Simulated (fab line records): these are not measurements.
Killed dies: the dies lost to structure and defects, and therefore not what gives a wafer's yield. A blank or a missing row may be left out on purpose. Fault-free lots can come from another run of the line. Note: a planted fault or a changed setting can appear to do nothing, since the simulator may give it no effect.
Comparing a struck lot with a sound one	flow sfq_line	42 out of 325 route steps
Sound: these wafers, L529.1, L529.5, L529.6. Wafers L542.1, L542.3, L542.4 were the ones struck. At the end, the cause is stated.
For every step that has rows: the tool of each side, followed by ch and its chambers, followed by its first start. Under that, the readings that differ: sound wafers	struck wafers	difference of the means	sigmas: that difference in standard deviations of wafers without a fault.
alike: readings with means less than 2 such deviations apart, plus words and numbers identical on both sides. not compared: withheld readings, readings lacking a value on some wafer, bounds such as >300 that could conceal the same value, and numbers that have no deviation in the record and whose values overlap.
A row with sigmas, a row that says differs or no value, or rows on one side alone: a step with any of these is where the two part. Numbers that don't overlap but have no deviation are shown without sigmas and don't part them. A reading missing from all wafers of one side parts the sides only when that side holds two or more wafers.

first, 6 steps without rows for these wafers: SFQ_TRILAYER_I6_VIA_LITHO_COAT_174 (resist thk 62 nm); SFQ_TRILAYER_I6_VIA_LITHO_COAT_169 (resist thk 650 nm); SFQ_TRILAYER_I6_VIA_LITHO_SOFTBAKE_173; SFQ_TRILAYER_I6_VIA_LITHO_EXPOSE_170 (exposes mask I6, target cd 700 nm); SFQ_TRILAYER_I6_VIA_LITHO_PEB_172 (peb time 60 s); SFQ_TRILAYER_I6_VIA_LITHO_DEVELOP_171 (time 60 s).
SFQ_I6_OVL_MEAS_942:
  sound on overlay-02, day 78 12:58; struck on overlay-02, day 84 09:48
reading	sound	struck	difference	sigmas
I6_OVL (nm)	-11 -13 -9	10 9 4	+19	+3
SFQ_TRILAYER_I6_VIA_BARC_OPEN_VIA_ETCH_235: etches BARC in O2, target depth 125 nm, time 41.7 s.
  sound on rie_diel-04 ch 0,1, day 78 12:59; struck on rie_diel-04 ch 0,1,2, day 84 09:50
  alike: chamber_pressure_mTorr, drypump_motor_current_A, oes_product_au
  not compared: rf_hours_counter_h
then, 4 steps without rows for these wafers: SFQ_TRILAYER_I6_VIA_ETCH_VIA_ETCH_172 (etches SiO2 in CHF3, stops on Nb, target depth 260 nm); SFQ_TRILAYER_I6_VIA_STRIP_STRIP_173 (strips in O2); SFQ_TRILAYER_I6_VIA_STRIP_SOLV_CLEAN_174 (cleans in NMP, time 600 s); SFQ_TRILAYER_M7_DEP_PRE_CLEAN_176 (time 22.5 s).
SFQ_TRILAYER_M7_DEP_SPUTTER_175: material Nb, target thk 200 nm, time 133.3 s.
  sound on pvd_sputter-03, day 78 13:57; struck on pvd_sputter-05, day 84 10:48
reading	sound	struck	difference	sigmas
cathode_dc_power_W (W)	2000.1 2000.0 2000.2	2479.4 2480.0 2480.2	+479.8	+99 or more
model.Nb_of_TRILAYER_M7_DEP_SPUTTER_175.thk_nm (nm)	199.3 198.7 198.4	243.9 244.3 246	+45.9	
  alike: throttle_valve_pct
SFQ_M7_RS_MEAS_943: the measuring method here is four-point-probe.
  sound on film_metro-03, day 78 14:02; struck on film_metro-03, day 84 10:53
reading	sound	struck	difference	sigmas
M7_NB_RS (ohm/sq)	0.894 0.896 0.899	0.729 0.726 0.723	-0.170	-14
then, 6 steps without rows for these wafers: SFQ_TRILAYER_M7_LITHO_COAT_182 (resist thk 62 nm); SFQ_TRILAYER_M7_LITHO_COAT_177 (resist thk 600 nm); SFQ_TRILAYER_M7_LITHO_SOFTBAKE_181; SFQ_TRILAYER_M7_LITHO_EXPOSE_178 (exposes mask M7, target cd 500 nm); SFQ_TRILAYER_M7_LITHO_PEB_180 (peb time 60 s); SFQ_TRILAYER_M7_LITHO_DEVELOP_179 (time 60 s).
-- the record jumps here: 4 days lie between the struck wafers' starts before and after --
SFQ_M7_OVL_MEAS_945:
  sound on overlay-01, day 82 11:00; struck on overlay-01, day 88 00:15
  alike: M7_OVL
SFQ_TRILAYER_M7_BARC_OPEN_METAL_ETCH_229: etches BARC in O2, target depth 125 nm, time 41.7 s.
  sound on rie_metal-04 ch 0,1, day 82 11:02; struck on rie_metal-02 ch 0,1, day 88 00:17
  alike: chamber_pressure_mTorr, drypump_motor_current_A, oes_product_au
  not compared: rf_hours_counter_h
SFQ_TRILAYER_M7_ETCH_METAL_ETCH_180: etches Nb in Cl2/Ar, stops on SiO2, target depth 240 nm, time 120 s.
  sound on rie_metal-04 ch 0,1, day 82 11:06; struck on rie_metal-02 ch 0,1, day 88 00:21
reading	sound	struck	difference	sigmas
oes_product_au (a.u.)	0.894 0.890 0.887	0.999 0.992 1.004	+0.108	+14
  alike: chamber_pressure_mTorr, drypump_motor_current_A
  not compared: rf_hours_counter_h
then, 2 steps without rows for these wafers: SFQ_TRILAYER_M7_STRIP_STRIP_181 (strips in O2); SFQ_TRILAYER_M7_STRIP_SOLV_CLEAN_182 (cleans in NMP, time 600 s).
SFQ_TRILAYER_I7_DEP_PECVD_183: deposits SiO2 from SiH4/N2O, time 111.11 s, target thk 500 nm.
  sound on pecvd-03 ch 0,2, day 82 12:00; struck on pecvd-03 ch 0,2, day 88 01:15
  alike: heater_power_w, throttle_valve_pct
SFQ_TRILAYER_I7_CMP_CMP_184: polishes SiO2.
  sound on cmp-01 ch 0,2,3, day 82 13:17; struck on cmp-01 ch 0,1,3, day 88 01:20
  alike: motor_current_A, platen_rpm, time_to_endpoint_s
SFQ_I7_BOW_MEAS_946:
  sound on film_metro-04, day 82 15:17; struck on film_metro-01, day 88 04:20
  alike: I7_BOW
then, 7 steps without rows for these wafers: SFQ_TRILAYER_I7_METRO_MEASURE_185; SFQ_TRILAYER_I7_VIA_LITHO_COAT_192 (resist thk 62 nm); SFQ_TRILAYER_I7_VIA_LITHO_COAT_187 (resist thk 650 nm); SFQ_TRILAYER_I7_VIA_LITHO_SOFTBAKE_191; SFQ_TRILAYER_I7_VIA_LITHO_EXPOSE_188 (exposes mask I7, target cd 1000 nm); SFQ_TRILAYER_I7_VIA_LITHO_PEB_190 (peb time 60 s); SFQ_TRILAYER_I7_VIA_LITHO_DEVELOP_189 (time 60 s).
SFQ_I7_OVL_MEAS_947:
  sound on overlay-02, day 82 18:52; struck on overlay-01, day 88 07:54
  alike: I7_OVL
then, 2 steps without rows for these wafers: SFQ_TRILAYER_I7_VIA_BARC_OPEN_VIA_ETCH_260 (etches BARC in O2, target depth 125 nm, time 41.7 s); SFQ_TRILAYER_I7_VIA_ETCH_VIA_ETCH_190 (etches SiO2 in CHF3, stops on Nb, target depth 260 nm).
SFQ_TRILAYER_I7_VIA_STRIP_STRIP_191: strips in O2.
  sound on rie_metal-03 ch 0,1, day 82 19:03; struck on rie_metal-01 ch 1, day 88 08:05
  alike: chamber_pressure_mTorr, drypump_motor_current_A, oes_product_au
  not compared: rf_hours_counter_h
then, 2 steps without rows for these wafers: SFQ_TRILAYER_I7_VIA_STRIP_SOLV_CLEAN_192 (cleans in NMP, time 600 s); SFQ_TRILAYER_M8_LITHO_LOR_COAT_197.
-- the record jumps here: 4 days lie between the struck wafers' starts before and after --
SFQ_M8_BOW_MEAS_951:
  sound on film_metro-02, day 87 00:11; struck on film_metro-03, day 92 04:30
reading	sound	struck	difference	sigmas
model.etest.m7.ohm_sq	0.8933 0.896 0.8976	0.7299 0.7289 0.7237	-0.1681	
  alike: M8_BOW
  not compared: model.etest.m7.comb_log10_ohm, model.etest.m7.ohm_um, model.etest.i6.link_ohm, model.etest.i7.link_ohm

== WHERE THEY PART ==
Last at SFQ_TRILAYER_M7_ETCH_METAL_ETCH_180 as far as this record goes, first at SFQ_I6_OVL_MEAS_942. Later steps at which nothing parts them and some readings are alike: SFQ_TRILAYER_I7_DEP_PECVD_183, SFQ_TRILAYER_I7_CMP_CMP_184, SFQ_I7_BOW_MEAS_946, SFQ_I7_OVL_MEAS_947, SFQ_TRILAYER_I7_VIA_STRIP_STRIP_191, SFQ_M8_BOW_MEAS_951.

WHY: whatever the simulator had introduced
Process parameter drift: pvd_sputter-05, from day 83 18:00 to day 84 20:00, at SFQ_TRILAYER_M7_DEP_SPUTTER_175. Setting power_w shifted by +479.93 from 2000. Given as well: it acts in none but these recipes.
